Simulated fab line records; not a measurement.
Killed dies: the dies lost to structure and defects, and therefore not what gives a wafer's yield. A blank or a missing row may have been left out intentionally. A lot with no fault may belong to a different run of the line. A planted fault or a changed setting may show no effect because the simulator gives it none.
fab line records	flow sky130
record lots=10	wafers=30	last-day=50
route steps=708 shown DNWELL@43 VT_ADJUST_LVTN@101 VT_ADJUST_NCORE@129 PAD_OPEN@708
lots that met no fault: from a run of the same line without faults
start-h: the number of hours between the record's first day and the start of the first shown wafer of the lot	wait-h: hours since the lot's step before	" the same as in the row above	L1.1+2: one row covering several wafers at once	- no value, or no start was given	* or withheld: withheld	< > ~ a bound
route shown NAME@n: names a module that has steps shown in the file, with the first one's number in the route	usual: mean/standard deviation of fault-free wafers	same: alike in all rows	chamber/n: place in a boat	sites: per-site readings	_std_site: standard deviation across them	_edge_site: outer sites' mean less inner sites'	radius-mm: how far each site lies from the wafer's centre	mask NAME#n: copy n	behind: the tool/chamber that last shaped the wafer	hold: reason for holding the lot/hours on hold/outcome of the hold	device: names the non-switching transistor (n, p or np)	end of line: the tests these same wafers got at the end of their route	for a step that has no rows: nothing shown but its recipe	killed: dies lost to structure and defects at the first sort, not the wafer's yield	map: a wafer's dies, marking killed ones x, the rest . and places with no die _
set.NAME: the setting that was run; set.NAME@STEP: the one run at that earlier step	model.NAME: the simulator's own value behind a step, which no gauge read
route steps across a sampled set of lots; one table per step, one row per wafer
services: the hour from which a tool's chamber was out of use, counted from the record's first day as start-h (under 0 if before that day), plus the number of hours and why
## steps
# step SKY_DNWELL_STRIP_08
# recipe chemistry=O2/N2	power-w=1400	pressure-mtorr=1500	platen-temp-c=withheld	o2-flow-sccm=3000	n2-flow-sccm=300	overash-fraction=0.5
# usual drypump-motor-current-A=5.9/0.37	oes-product-au=0.723/0.0043	strip-time-to-endpoint-s=36.97/0.1
lot.wafer	tool	chamber	start-h	wait-h	drypump-motor-current-A	oes-product-au	rf-hours-counter-h	strip-time-to-endpoint-s
L804.4	plasma-asher-01	1	72.75	0.1	6.5	0.725	-	36.95
L804.5	"	1	"	"	6.6	0.725	-	37.06
L804.6	"	0	"	"	5.7	0.728	-	36.97
L806.1	plasma-asher-02	1	86.70	0.1	5.5	0.725	40	36.73
L806.4	"	0	"	"	5.2	0.723	-	36.89
L806.5	"	1	"	"	5.5	0.726	-	36.89
L808.2	plasma-asher-03	1	94.45	0.1	6.0	0.726	41	37.15
L808.5	"	1	"	"	6.0	0.719	-	37.08
L808.6	"	0	"	"	6.0	0.725	-	37.19
L809.2	plasma-asher-02	1	100.40	0.1	5.5	0.730	42	36.99
L809.4	"	0	"	"	5.2	0.728	-	37.04
L809.5	"	1	"	"	5.5	0.731	-	37.00
L810.1	plasma-asher-03	1	106.00	0.1	6.0	0.721	42	37.07
L810.2	"	0	"	"	6.0	0.723	42	37.05
L810.5	"	0	"	"	6.0	0.720	-	36.93
L812.3	plasma-asher-03	1	114.45	0.1	6.0	0.721	-	36.74
L812.5	"	0	"	"	6.0	0.722	-	37.03
L812.6	"	1	"	"	6.0	0.716	-	36.94
L819.2	plasma-asher-02	0	154.81	0.1	5.2	0.713	45	37.18
L819.3	"	0	"	"	5.2	0.720	-	37.06
L819.5	"	0	"	"	5.2	0.721	-	37.13
L820.1	plasma-asher-03	1	160.99	0.1	6.0	0.727	49	36.82
L820.2	"	0	"	"	6.0	0.722	49	36.90
L820.6	"	1	"	"	6.0	0.722	-	36.86
L821.1	plasma-asher-03	0	163.70	0.1	6.0	0.726	49	36.96
L821.2	"	1	"	"	6.0	0.725	49	37.09
L821.3	"	0	"	"	6.0	0.719	-	36.99
L822.2	plasma-asher-01	0	169.79	0.1	5.7	0.720	5	36.98
L822.3	"	1	"	"	6.5	0.722	-	36.86
L822.6	"	1	"	"	6.6	0.722	-	36.88
# step SKY_VT_ADJUST_LVTN_EXPOSE_04
# recipe mask-id=NWM_COMPLEMENT_LESS_NATIVE	na=0.6	source-shape=conventional	sigma-outer=0.6	polarization=unpolarized	target-cd-nm=840	dose-mj=194
# usual reticle-temp-C=22.98/0.1
# same na=0.6
lot.wafer	tool	chamber	start-h	wait-h	mask	reticle-temp-C
L804.4	iline-stepper-01	0	154.23	-	NWM_COMPLEMENT_LESS_NATIVE#0	23.00
L804.5	"	0	"	"	NWM_COMPLEMENT_LESS_NATIVE#0	22.84
L804.6	"	0	"	"	NWM_COMPLEMENT_LESS_NATIVE#0	23.02
L806.1	iline-stepper-01	0	171.80	-	NWM_COMPLEMENT_LESS_NATIVE#0	23.00
L806.4	"	0	"	"	NWM_COMPLEMENT_LESS_NATIVE#0	22.87
L806.5	"	0	"	"	NWM_COMPLEMENT_LESS_NATIVE#0	22.96
L808.2	iline-stepper-01	0	180.06	-	NWM_COMPLEMENT_LESS_NATIVE#0	23.07
L808.5	"	0	"	"	NWM_COMPLEMENT_LESS_NATIVE#0	22.97
L808.6	"	0	"	"	NWM_COMPLEMENT_LESS_NATIVE#0	23.09
L809.2	iline-stepper-02	0	187.50	-	NWM_COMPLEMENT_LESS_NATIVE#0	23.05
L809.4	"	0	"	"	NWM_COMPLEMENT_LESS_NATIVE#0	23.09
L809.5	"	0	"	"	NWM_COMPLEMENT_LESS_NATIVE#0	22.94
L810.1	iline-stepper-02	0	194.26	-	HVTPM#0	23.04
L810.2	"	0	"	"	HVTPM#0	23.00
L810.5	"	0	"	"	HVTPM#0	22.98
L812.3	iline-stepper-01	0	204.74	-	NWM_COMPLEMENT_LESS_NATIVE#0	23.04
L812.5	"	0	"	"	NWM_COMPLEMENT_LESS_NATIVE#0	22.99
L812.6	"	0	"	"	NWM_COMPLEMENT_LESS_NATIVE#0	22.97
L819.2	iline-stepper-02	0	253.45	-	NWM_COMPLEMENT_LESS_NATIVE#0	23.05
L819.3	"	0	"	"	NWM_COMPLEMENT_LESS_NATIVE#0	23.01
L819.5	"	0	"	"	NWM_COMPLEMENT_LESS_NATIVE#0	22.78
L820.1	iline-stepper-01	0	261.52	-	NWM_COMPLEMENT_LESS_NATIVE#0	23.08
L820.2	"	0	"	"	NWM_COMPLEMENT_LESS_NATIVE#0	23.05
L820.6	"	0	"	"	NWM_COMPLEMENT_LESS_NATIVE#0	22.91
L821.1	iline-stepper-02	0	262.52	-	NWM_COMPLEMENT_LESS_NATIVE#0	22.74
L821.2	"	0	"	"	NWM_COMPLEMENT_LESS_NATIVE#0	23.25
L821.3	"	0	"	"	NWM_COMPLEMENT_LESS_NATIVE#0	23.04
L822.2	iline-stepper-02	0	269.61	-	NWM_COMPLEMENT_LESS_NATIVE#0	22.92
L822.3	"	0	"	"	NWM_COMPLEMENT_LESS_NATIVE#0	22.90
L822.6	"	0	"	"	NWM_COMPLEMENT_LESS_NATIVE#0	22.81
# step SKY_VT_ADJUST_LVTN_OVL_MEAS_07
# usual VT_ADJUST_LVTN_OVL=-0.4/1.4
lot.wafer	tool	chamber	start-h	wait-h	VT_ADJUST_LVTN_OVL[nm]
L804.4	overlay-02	-	163.41	-	-4.7
L804.5	"	-	"	"	-3.0
L804.6	"	-	"	"	-3.4
L806.1	overlay-02	-	181.74	-	0.9
L806.4	"	-	"	"	0.0
L806.5	"	-	"	"	0.4
L808.2	overlay-01	-	190.00	-	-0.7
L808.5	"	-	"	"	-0.1
L808.6	"	-	"	"	1.8
L809.2	overlay-02	-	198.21	-	-0.3
L809.4	"	-	"	"	0.3
L809.5	"	-	"	"	-0.3
L810.1	overlay-02	-	204.56	-	-
L810.2	"	-	"	"	-
L810.5	"	-	"	"	-
L812.3	overlay-01	-	215.31	-	-1.5
L812.5	"	-	"	"	1.0
L812.6	"	-	"	"	-1.0
L819.2	overlay-02	-	265.45	-	-1.3
L819.3	"	-	"	"	-0.3
L819.5	"	-	"	"	1.1
L820.1	overlay-01	-	273.35	-	-2.4
L820.2	"	-	"	"	-2.9
L820.6	"	-	"	"	-1.0
L821.1	overlay-01	-	274.56	-	2.0
L821.2	"	-	"	"	1.8
L821.3	"	-	"	"	0.6
L822.2	overlay-01	-	280.52	-	0.8
L822.3	"	-	"	"	-0.2
L822.6	"	-	"	"	-1.6
# step SKY_VT_ADJUST_LVTN_STRIP_09
# recipe chemistry=O2/N2	power-w=1400	pressure-mtorr=1500	platen-temp-c=withheld	o2-flow-sccm=3000	n2-flow-sccm=300	overash-fraction=0.5
# usual drypump-motor-current-A=6.0/0.4	oes-product-au=0.722/0.0045	strip-time-to-endpoint-s=36.96/0.11
lot.wafer	tool	chamber	start-h	wait-h	drypump-motor-current-A	oes-product-au	rf-hours-counter-h	strip-time-to-endpoint-s
L804.4	plasma-asher-01	0	163.61	0.1	5.7	0.721	-	36.91
L804.5	"	0	"	"	5.7	0.725	-	36.89
L804.6	"	1	"	"	6.6	0.725	-	36.93
L806.1	plasma-asher-01	0	181.93	0.1	5.7	0.716	7	36.88
L806.4	"	1	"	"	6.5	0.726	-	36.95
L806.5	"	0	"	"	5.7	0.718	-	36.97
L808.2	plasma-asher-03	1	190.18	0.1	6.0	0.726	52	36.90
L808.5	"	0	"	"	6.0	0.730	-	36.92
L808.6	"	1	"	"	6.0	0.722	-	36.90
L809.2	plasma-asher-02	0	198.39	0.1	5.2	0.727	47	37.02
L809.4	"	0	"	"	5.2	0.720	-	37.01
L809.5	"	1	"	"	5.5	0.733	-	37.02
L810.1	plasma-asher-03	0	204.75	0.1	6.0	0.713	53	37.21
L810.2	"	1	"	"	6.0	0.720	53	36.97
L810.5	"	0	"	"	6.0	0.717	-	37.17
L812.3	plasma-asher-01	1	215.52	0.1	6.5	0.717	-	36.93
L812.5	"	0	"	"	5.7	0.720	-	36.91
L812.6	"	1	"	"	6.5	0.718	-	36.98
L819.2	plasma-asher-01	1	265.63	0.1	6.5	0.720	15	37.10
L819.3	"	1	"	"	6.5	0.725	-	37.09
L819.5	"	1	"	"	6.5	0.723	-	37.04
L820.1	plasma-asher-03	0	273.54	0.1	6.0	0.715	60	36.85
L820.2	"	1	"	"	6.0	0.719	60	36.70
L820.6	"	0	"	"	6.0	0.717	-	36.76
L821.1	plasma-asher-02	0	274.75	0.1	5.2	0.718	55	36.95
L821.2	"	1	"	"	5.5	0.715	55	36.91
L821.3	"	1	"	"	5.5	0.717	-	36.79
L822.2	plasma-asher-03	0	280.70	0.1	6.0	0.720	61	37.00
L822.3	"	0	"	"	6.0	0.714	-	37.00
L822.6	"	0	"	"	6.0	0.722	-	36.94
# step SKY_VT_ADJUST_LVTN_TW_MEAS_10
# usual VT_ADJUST_LVTN_TW=243.0/1.4
lot.wafer	tool	chamber	start-h	wait-h	VT_ADJUST_LVTN_TW
L804.4	film-metro-01	-	163.71	0.1	243.3
L804.5	"	-	"	"	242.6
L804.6	"	-	"	"	242.3
L806.1	film-metro-03	-	182.03	0.1	243.7
L806.4	"	-	"	"	244.1
L806.5	"	-	"	"	244.9
L808.2	film-metro-03	-	190.29	0.1	242.8
L808.5	"	-	"	"	244.5
L808.6	"	-	"	"	244.3
L809.2	film-metro-04	-	198.50	0.1	242.2
L809.4	"	-	"	"	242.9
L809.5	"	-	"	"	241.7
L810.1	film-metro-03	-	204.85	0.1	30.2
L810.2	"	-	"	"	30.0
L810.5	"	-	"	"	30.0
L812.3	film-metro-03	-	215.61	0.1	241.8
L812.5	"	-	"	"	241.8
L812.6	"	-	"	"	242.7
L819.2	film-metro-04	-	265.74	0.1	245.5
L819.3	"	-	"	"	244.5
L819.5	"	-	"	"	245.2
L820.1	film-metro-04	-	273.64	0.1	243.9
L820.2	"	-	"	"	245.4
L820.6	"	-	"	"	244.5
L821.1	film-metro-04	-	274.85	0.1	246.4
L821.2	"	-	"	"	244.6
L821.3	"	-	"	"	245.6
L822.2	film-metro-04	-	280.81	0.1	243.2
L822.3	"	-	"	"	244.2
L822.6	"	-	"	"	243.8
# step SKY_VT_ADJUST_NCORE_STRIP_10
# recipe chemistry=O2/N2	power-w=1400	pressure-mtorr=1500	platen-temp-c=withheld	o2-flow-sccm=3000	n2-flow-sccm=300	overash-fraction=0.5
# usual drypump-motor-current-A=5.9/0.45	oes-product-au=0.715/0.0053	strip-time-to-endpoint-s=14.17/0.044
lot.wafer	tool	chamber	start-h	wait-h	drypump-motor-current-A	oes-product-au	rf-hours-counter-h	strip-time-to-endpoint-s
L804.4	plasma-asher-03	0	205.38	0.1	6.0	0.707	-	14.15
L804.5	"	0	"	"	6.0	0.715	-	14.16
L804.6	"	1	"	"	6.0	0.719	-	14.21
L806.1	plasma-asher-04	0	225.84	0.1	6.3	0.724	42	14.18
L806.4	"	1	"	"	5.2	0.714	-	14.17
L806.5	"	0	"	"	6.3	0.717	-	14.16
L808.2	plasma-asher-01	0	233.45	0.1	5.7	0.710	12	14.18
L808.5	"	1	"	"	6.5	0.710	-	14.10
L808.6	"	0	"	"	5.7	0.718	-	14.15
L809.2	plasma-asher-04	0	242.79	0.1	6.3	0.710	43	14.19
L809.4	"	1	"	"	5.2	0.707	-	14.20
L809.5	"	1	"	"	5.1	0.717	-	14.21
L810.1	plasma-asher-03	0	249.72	0.1	6.0	0.714	58	14.15
L810.2	"	1	"	"	6.0	0.730	58	14.14
L810.5	"	0	"	"	6.0	0.724	-	14.18
L812.3	plasma-asher-04	0	261.25	0.1	6.3	0.708	-	14.16
L812.5	"	1	"	"	5.2	0.714	-	14.13
L812.6	"	0	"	"	6.3	0.714	-	14.14
L819.2	plasma-asher-03	1	314.00	0.1	6.0	0.709	64	14.29
L819.3	"	1	"	"	6.0	0.706	-	14.22
L819.5	"	1	"	"	6.0	0.708	-	14.26
L820.1	plasma-asher-03	1	323.05	0.1	6.0	0.711	65	14.26
L820.2	"	0	"	"	6.0	0.718	65	14.26
L820.6	"	0	"	"	6.0	0.719	-	14.23
L821.1	plasma-asher-01	1	323.44	0.1	6.6	0.718	21	14.13
L821.2	"	0	"	"	5.8	0.714	21	14.17
L821.3	"	1	"	"	6.5	0.721	-	14.16
L822.2	plasma-asher-04	0	331.72	0.1	6.3	0.721	52	14.19
L822.3	"	0	"	"	6.3	0.717	-	14.19
L822.6	"	1	"	"	5.2	0.726	-	14.18
# step SKY_PAD_OPEN_PROBE_99
# usual killed_at_M0_to_M3=44/6.4	killed_at_M4_up=3.4/2.1	killed-at-contacts=23/5	killed-at-front-end=15/4.5	killed-at-other=0.3/0.54	killed-dies=86/9.5	killed-on-rim=17/3.9	killed-open=48/6.9	killed-short=38/5.9
# same gross-dies=492	killed-at-back-side=0
lot.wafer	tool	chamber	start-h	wait-h	killed_at_M0_to_M3	killed_at_M4_up	killed-at-contacts	killed-at-front-end	killed-at-other	killed-dies	killed-on-rim	killed-open	killed-short
L810.1	prober-01	-	1133.42	0.1	51	7	25	409	0	492	96	63	37
L810.2	prober-01	-	1133.47	0.1	50	7	20	414	1	492	96	50	48
L810.5	prober-01	-	1133.62	0.2	43	4	18	427	0	492	96	43	42
L812.3	prober-01	-	1140.76	0.2	51	5	29	13	0	98	22	55	43
L812.5	prober-01	-	1140.86	0.2	34	3	27	25	0	89	16	55	34
L812.6	prober-01	-	1140.91	0.2	29	2	19	16	0	66	15	37	29
# killed by level:class
L810.1 VT_ADJUST_LVTN:area-expose=392 VIA1:geometric-particle:open=19 LI_CONTACT:geometric-particle:open=9 METAL2:geometric-particle:short=7 CONTACT:geometric-particle:open=6 VIA3:geometric-particle:open=6 FIELD_ISO:geometric-particle:open=5 FIELD_ISO:geometric-particle:short=5
L810.2 VT_ADJUST_LVTN:area-expose=390 VIA1:geometric-particle:open=13 VIA2:geometric-particle:open=8 FIELD_ISO:geometric-particle:short=7 LI_CONTACT:geometric-particle:open=6 CONTACT:geometric-particle:open=6 VIA3:geometric-particle:open=5 METAL4:geometric-particle:short=5
L810.5 VT_ADJUST_LVTN:area-expose=406 VIA1:geometric-particle:short=9 FIELD_ISO:geometric-particle:open=7 VIA1:geometric-particle:open=7 VIA2:geometric-particle:open=7 POLY_GATE:geometric-particle:short=5 CONTACT:geometric-particle:short=5 LI_CONTACT:geometric-particle:open=5
L812.3 VIA1:geometric-particle:open=13 LI_CONTACT:geometric-particle:open=9 CONTACT:geometric-particle:open=9 VIA1:geometric-particle:short=7 VIA3:geometric-particle:open=6 VIA2:geometric-particle:open=6 FIELD_ISO:geometric-particle:short=5 CONTACT:geometric-particle:short=5
L812.5 LI_CONTACT:geometric-particle:open=11 VIA1:geometric-particle:open=10 FIELD_ISO:geometric-particle:open=8 FIELD_ISO:geometric-particle:short=7 CONTACT:geometric-particle:open=6 VIA3:geometric-particle:open=6 VIA2:geometric-particle:short=4 VIA2:geometric-particle:open=4
L812.6 LI_CONTACT:geometric-particle:open=8 POLY_GATE:geometric-particle:short=7 CONTACT:geometric-particle:open=7 VIA1:geometric-particle:open=7 METAL1:geometric-particle:short=5 FIELD_ISO:geometric-particle:open=3 LI_CONTACT:geometric-particle:short=3 METAL3:geometric-particle:short=3
## services
tool	chamber	start-h	hours	kind
plasma-asher-04	-	49.80	4.0	pm
iline-stepper-01	-	61.22	10.8	repair
iline-stepper-02	-	83.44	1.7	pm
plasma-asher-01	-	108.75	9.0	pm
plasma-asher-01	0	108.75	9.0	vent-cycle
plasma-asher-01	1	108.75	9.0	vent-cycle
plasma-asher-01	0	117.75	-	clean
plasma-asher-01	1	117.75	-	clean
plasma-asher-02	-	126.81	15.6	pm
plasma-asher-02	-	157.61	2.8	pm
plasma-asher-02	-	160.36	28.1	pm
iline-stepper-01	-	161.86	1.7	pm
iline-stepper-02	-	167.94	8.9	pm
plasma-asher-03	-	186.75	3.2	repair
plasma-asher-02	-	213.69	0.7	repair
iline-stepper-01	0	251.55	-	calibration
iline-stepper-02	0	252.44	-	calibration
plasma-asher-01	-	260.32	4.6	repair
iline-stepper-02	-	274.95	4.3	pm
iline-stepper-01	-	293.51	4.6	repair
iline-stepper-01	-	294.10	1.0	repair
iline-stepper-02	-	301.56	1.7	pm
iline-stepper-01	-	305.13	0.7	repair
## key
first-sign step=SKY_VT_ADJUST_LVTN_EXPOSE_04	reading=mask	direction=changed
effect step=SKY_VT_ADJUST_LVTN_OVL_MEAS_07	reading=VT_ADJUST_LVTN_OVL	direction=missing
effect step=SKY_VT_ADJUST_LVTN_TW_MEAS_10	reading=VT_ADJUST_LVTN_TW	direction=down	sigmas=99+	usual=243.0	struck=30.1
effect step=SKY_PAD_OPEN_PROBE_99	reading=killed-at-front-end	direction=up	sigmas=88	usual=15	struck=417
more-kills-born-at SKY_VT_ADJUST_LVTN_EXPOSE_04@iline-stepper-02=1188
met-at SKY_VT_ADJUST_LVTN_EXPOSE_04
struck-lots L810
tester-left-out L810
not-acting-at SKY_DNWELL_STRIP_08,SKY_VT_ADJUST_LVTN_STRIP_09,SKY_VT_ADJUST_NCORE_STRIP_10
onset-between 187.50 194.26
fault kind=wrong-mask	tool=any	chamber=-	onset-h=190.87	steps=SKY_VT_ADJUST_LVTN_EXPOSE_04	aux-copy=HVTPM#0	scope=struck-lots-only
# tester-left-out: of these lots the tester's yield and bins aren't shown, on N5 and GAA mostly nor the transistor test; their killed dies are dies lost to structure and defects alone, not to doping, threshold or leakage, so they don't give the yield
